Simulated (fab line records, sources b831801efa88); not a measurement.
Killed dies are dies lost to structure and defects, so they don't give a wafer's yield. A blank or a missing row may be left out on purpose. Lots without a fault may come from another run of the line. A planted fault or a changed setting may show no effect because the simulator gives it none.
Problem report in the 8D (eight disciplines) form, filled by code | flow gf180mcu | the parts of the form that need people (team, actions taken, sign-off) are left out

1. THE PROBLEM
MVSD_TW at GF_MVSD_TW_MEAS_11 reads a mean of 30 on 3 wafers of 1 lot; wafers without a fault read 1568 with a standard deviation of 15. That is -99 or more standard deviations from the usual mean.
First seen on wafer L318.3, day 7 08:47, on film_metro-03. The record holds 39 wafers of 13 lots with a number at this step. Rule for "out", or "out of limits": more than 4 standard deviations from the usual mean. The other wafers with a number count as sound.

2. WHAT IT IS AND WHAT IT IS NOT
question                    | is                     | is not
which readings at this step | MVSD_TW                | -
which lots                  | L318                   | L306, L307, L309, L311, L312, L313, L314, L315, L317, L327, L328, L329
which wafers of those lots  | all that have a number | -
read on which gauges        | film_metro-03          | film_metro-02, film_metro-04
when                        | from day 7 08:47       | up to then (27 sound wafers); but 9 sound wafers of L327, L328, L329 came after

3. SUSPECTS, AND WHAT RULES EACH OUT
Counting: a tool at a process step up to the reading stays a suspect if it ran every lot that is out and no sound lot after the first of them.
- the gauge at GF_MVSD_TW_MEAS_11: ruled out. All the wafers that are out were read on film_metro-03, but those of them that GF_LVPWELL_STRIP_10 has rows for are out there too, on other tools.
- plasma_asher-03 at GF_LVPWELL_STRIP_10 (strips in O2/N2): ruled out as a lasting fault. Sound lots L327 ran on it after its first lot that is out, L318 (day 6 17:07).
- plasma_asher-02 at GF_MVSD_STRIP_10 (strips in O2/N2): ruled out as a lasting fault. Sound lots L327, L328, L329 ran on it after its first lot that is out, L318 (day 7 08:43).
Left after counting: nothing in the record.

4. THE CAUSE (what the simulator had put in)
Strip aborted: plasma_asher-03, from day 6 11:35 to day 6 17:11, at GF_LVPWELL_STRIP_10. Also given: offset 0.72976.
Counting ruled it out, wrongly: the rule takes a fault to strike every lot that its tool runs from its start on, and this one did not.

5. THE CHAIN OF EFFECTS, in route order
Each row: a reading whose mean over the struck wafers that have a number lies more than 3 standard deviations from the usual. Only readings for which the record gives a usual standard deviation are gone through. hours: the time from each lot's start at the first step in this table that gives one to its start at this step, as a median over the lots. sigmas: the change in usual standard deviations.
hours | step                | reading                  | usual      | on struck wafers | change | sigmas
0     | GF_LVPWELL_STRIP_10 | oes_product_au           | 0.722 a.u. | 0.936            | +0.214 | +43
16    | GF_MVSD_STRIP_10    | strip_time_to_endpoint_s | 36.94 s    | 58.83            | +21.89 | +99 or more
16    | GF_MVSD_TW_MEAS_11  | MVSD_TW                  | 1568       | 30               | -1538  | -99 or more
The process steps in it:
- GF_LVPWELL_STRIP_10: strips in O2/N2.
- GF_MVSD_STRIP_10: strips in O2/N2.
Readings that are blank on the struck wafers while sound wafers have them: strip_time_to_endpoint_s at GF_LVPWELL_STRIP_10.
Later measuring or inspecting steps at which every struck wafer that the step has a row for has a number for every such reading, and none has moved that far: GF_VT_IMPLANT_TW_MEAS_32.

6. WHAT WOULD HAVE CAUGHT IT SOONER
In this record the first reading out of limits at a measuring or inspecting step was taken at day 7 08:47, 21 hours after the fault began at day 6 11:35.
The tool's own readings at GF_LVPWELL_STRIP_10 were out on every struck wafer that the step has a row for (oes_product_au): an alarm limit on them would have fired on the first of those.
